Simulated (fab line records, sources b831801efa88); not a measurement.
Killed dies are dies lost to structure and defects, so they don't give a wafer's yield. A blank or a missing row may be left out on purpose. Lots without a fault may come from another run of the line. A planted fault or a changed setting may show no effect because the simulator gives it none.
One fault seen from 2 desks | flow sky130 | each desk has only its own numbers; what lay behind them comes last

THE METROLOGY DESK
What the gauges read, lot by lot, whatever tool the lot ran on: means of the sampled wafers that have a number. A lot is out of limits, marked OUT, if its mean lies more than 4 standard deviations from the usual mean; the brackets give that distance.
Columns: A = CAP2M_CVD_00_THK at SKY_CAP2M_THK_MEAS_01, usual 15.50 nm
lot  | first seen here | A
L279 | day 40 08:13    | 15.57
L281 | day 41 08:22    | 15.62
L283 | day 41 20:05    | 15.53
L286 | day 43 00:01    | 15.51
L287 | day 43 03:16    | 15.42
L289 | day 43 15:50    | 23.39 (+39) OUT
L291 | day 44 01:19    | 23.20 (+38) OUT
L296 | day 45 12:14    | 15.57
L297 | day 45 14:37    | 15.30
L298 | day 45 19:16    | 15.36
L300 | day 46 08:46    | 15.52
This desk's finding: out of limits on L289, L291; first on L289, day 43 15:50 (CAP2M_CVD_00_THK at SKY_CAP2M_THK_MEAS_01). In limits: L279, L281, L283, L286, L287, L296, L297, L298, L300.

THE TOOL OWNER'S DESK: pecvd-04
The tool's own readings at SKY_CAP2M_CVD_00 (deposits SiO2, target thk 15.5 nm): means of the sampled wafers that have a number, for each lot that ran on this tool. A lot is out of limits, marked OUT, if its mean lies more than 4 standard deviations from the usual mean; the brackets give that distance.
Columns: A = heater_power_w at SKY_CAP2M_CVD_00, usual 842 W
lot  | first seen here | A
L279 | day 40 08:11    | 823
L283 | day 41 20:04    | 822
L286 | day 42 23:59    | 785
L289 | day 43 15:48    | 919
L291 | day 44 01:16    | 882
This desk's finding: nothing out of limits on any of the 5 lots.

PUT TOGETHER
The metrology desk could have raised an alarm at day 43 15:50, on L289, L291.
The tool owner's desk saw nothing out of limits.
The tool owner's desk has L289, L291 on record, within its limits.
Of the lots named, all ran SKY_CAP2M_CVD_00 on pecvd-04.

WHAT THE SIMULATOR HAD PUT IN
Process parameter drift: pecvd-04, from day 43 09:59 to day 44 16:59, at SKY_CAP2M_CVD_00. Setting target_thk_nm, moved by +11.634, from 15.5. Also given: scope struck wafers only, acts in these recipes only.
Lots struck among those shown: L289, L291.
Hours from the fault's start to each desk's first reading out of limits: the metrology desk, 6.
